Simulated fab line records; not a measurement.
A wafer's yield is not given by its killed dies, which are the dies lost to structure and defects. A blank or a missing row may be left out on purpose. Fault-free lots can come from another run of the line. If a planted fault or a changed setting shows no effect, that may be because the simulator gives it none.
Matching of chambers :: flow gf180mcu :: GF_CONTACT_CMP_27 on cmp-02: 4 sister chambers
The step polishes, stops on SiO2, t overpolish 15 s, target thk 0 nm. 4 wafers are shown with their chamber, then 7 later ones without.

WAFERS WITH THEIR CHAMBER
wafer: L592.1
chamber: 1
motor_current_A (A): 11.6

wafer: L596.5
chamber: 3
motor_current_A (A): 10.3

wafer: L603.1
chamber: 0
motor_current_A (A): 10.3

wafer: L603.4
chamber: 2
motor_current_A (A): 10.1

WAFERS WITH NO CHAMBER GIVEN
wafer: L603.6
motor_current_A (A): 9.9

wafer: L605.2
motor_current_A (A): 10.6

wafer: L605.5
motor_current_A (A): 10.1

wafer: L605.6
motor_current_A (A): 10.0

wafer: L609.3
motor_current_A (A): 9.5

wafer: L609.4
motor_current_A (A): 12.0

wafer: L609.5
motor_current_A (A): 10.3

CHAMBER TAKEN BY EACH
wafer: L603.6
from the rows above: can't be placed: 2 or 0 or 3
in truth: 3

wafer: L605.2
from the rows above: can't be placed: 0 or 3 or 2
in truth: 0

wafer: L605.5
from the rows above: can't be placed: 2 or 0 or 3
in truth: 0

wafer: L605.6
from the rows above: can't be placed: 2 or 0 or 3
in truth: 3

wafer: L609.3
from the rows above: can't be placed: 2 or 0 or 3
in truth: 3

wafer: L609.4
from the rows above: 1
in truth: 1

wafer: L609.5
from the rows above: can't be placed: 0 or 3 or 2
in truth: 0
1 of 7 placed correctly. From these rows, 6 cannot be placed; in 6 the true chamber is one of the candidates. Number placed wrongly: 0.
How it was worked out, from the rows above alone: a wafer's distance from a chamber is the root of the sum, over the readings, of the square of ((its reading less the chamber's mean) divided by the reading's scatter). The wafer belongs to the nearest chamber; if the next one is less than 2 further off, it can't be placed. A chamber's mean is the mean of its shown wafers. The scatter (one wafer shown for each chamber): square how far every hidden wafer sits from the nearest shown wafer, average those squares and take the square root.
